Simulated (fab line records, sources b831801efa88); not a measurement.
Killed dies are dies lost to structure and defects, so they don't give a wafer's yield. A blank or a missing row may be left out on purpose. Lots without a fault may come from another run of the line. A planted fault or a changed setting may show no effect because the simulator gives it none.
A struck lot beside a sound one | flow gf180mcu | 15 steps out of a route of 602
Sound: wafers L206.4, L206.5, L206.6. Struck: wafer L222.2. (L222.4, L222.6 of the same lot were not struck and are left out.) The cause comes at the end.
At each step with rows: each side's tool, then ch and its chambers, then its first start. Under that, the readings that differ: sound wafers | struck wafers | difference of the means | sigmas: that difference in standard deviations of wafers without a fault.
alike: readings whose means differ by less than 2 such deviations, and words and numbers that are the same on both sides. not compared: withheld readings, readings that some wafer has no value for, bounds like >300 that may hide the same value, and numbers for which the record gives no deviation and whose values overlap.
The two part at a step that has a row with sigmas, a row that says differs or no value, or rows on one side only. Numbers that don't overlap but have no deviation are shown without sigmas and don't part them. A reading that every wafer of one side lacks parts them only if that side has two wafers or more.

GF_CONTACT_OVL_MEAS_15:
  sound on overlay-01, day 16 08:05; struck on overlay-01, day 22 08:14
  alike: CONTACT_OVL
GF_CONTACT_ETCH_16: etches BARC in N2/H2.
  sound on rie_diel-01 ch 1,2, day 16 08:07; struck on rie_diel-02 ch 3, day 22 08:16
  alike: drypump_motor_current_A, n2_flow_sccm, oes_product_au, throttle_valve_pct
GF_CONTACT_ETCH_17: etches SiO2 in C4F8/O2/Ar, stops on CoSi2, target depth 860 nm.
  sound on rie_diel-01 ch 1,2; struck on rie_diel-02 ch 3
  alike: oes_product_au
then, 5 steps without rows for these wafers: GF_CONTACT_STRIP_18 (strips in O2/N2); GF_CONTACT_CLEAN_19 (cleans in SPM); GF_CONTACT_CLEAN_20 (cleans in DIW); GF_CONTACT_CLEAN_21 (cleans in dHF, time 20 s); GF_CONTACT_SPUTTER_22 (material Ti, target thk 15 nm, time 80.02 s).
GF_CONTACT_SPUTTER_23: material TiN, target thk 10 nm, time 40 s.
  sound on pvd_sputter-02, day 16 08:38; struck on pvd_sputter-01, day 22 08:48
  alike: throttle_valve_pct
GF_CONTACT_CVD_24: deposits W, target thk 300 nm, time 90.339 s.
  sound on cvd_w-01 ch 0,1, day 16 08:43; struck on cvd_w-02 ch 1, day 22 08:50
  reading            | sound       | struck | difference | sigmas
  heater_power_w (W) | 760 766 816 | 891    | +110       | +2
  alike: susceptor_temp_C
GF_CONTACT_RS_MEAS_25: measures by four-point-probe.
  sound on film_metro-01, day 16 08:50; struck on film_metro-04, day 22 08:57
  alike: CONTACT_W_RS
GF_CONTACT_THK_MEAS_26: measures by xrf.
  sound on film_metro-01, day 16 08:56; struck on film_metro-04, day 22 09:04
  reading            | sound       | struck | difference | sigmas
  CONTACT_W_THK (nm) | 300 299 295 | 291    | -7         | -2
GF_CONTACT_CMP_27: polishes, stops on SiO2, t overpolish 15 s, target thk 0 nm.
  sound on cmp-01 ch 2,3, day 16 08:58; struck on cmp-01 ch 1, day 22 09:10
  reading                | sound                | struck | difference | sigmas
  overpolish_run_s (s)   | 15.002 15.009 15.007 | 0.044  | -14.962    | -99 or more
  time_to_endpoint_s (s) | 69.9 71.3 71.3       | 112.2  | +41.4      | +16
  alike: motor_current_A, slurry_filter_dp_kPa
GF_M1_SPUTTER_00: material Ti, target thk 37.5 nm, time 150 s.
  the record has rows for the sound wafers here (pvd_sputter-03, day 16 09:16) and none for the struck ones
-- the record jumps here: 11 days lie between the struck wafers' starts before and after (it left off in module M1 and takes up again in module PASSIVATION, whose first step shown is number 602 of the route) --
GF_PASSIVATION_PROBE_99:
  the record has rows for the struck wafers here (prober-01, day 33 17:13) and none for the sound ones

WHERE THEY PART
First at GF_CONTACT_CVD_24; last, within this record, at GF_PASSIVATION_PROBE_99.

WHY: what the simulator had put in
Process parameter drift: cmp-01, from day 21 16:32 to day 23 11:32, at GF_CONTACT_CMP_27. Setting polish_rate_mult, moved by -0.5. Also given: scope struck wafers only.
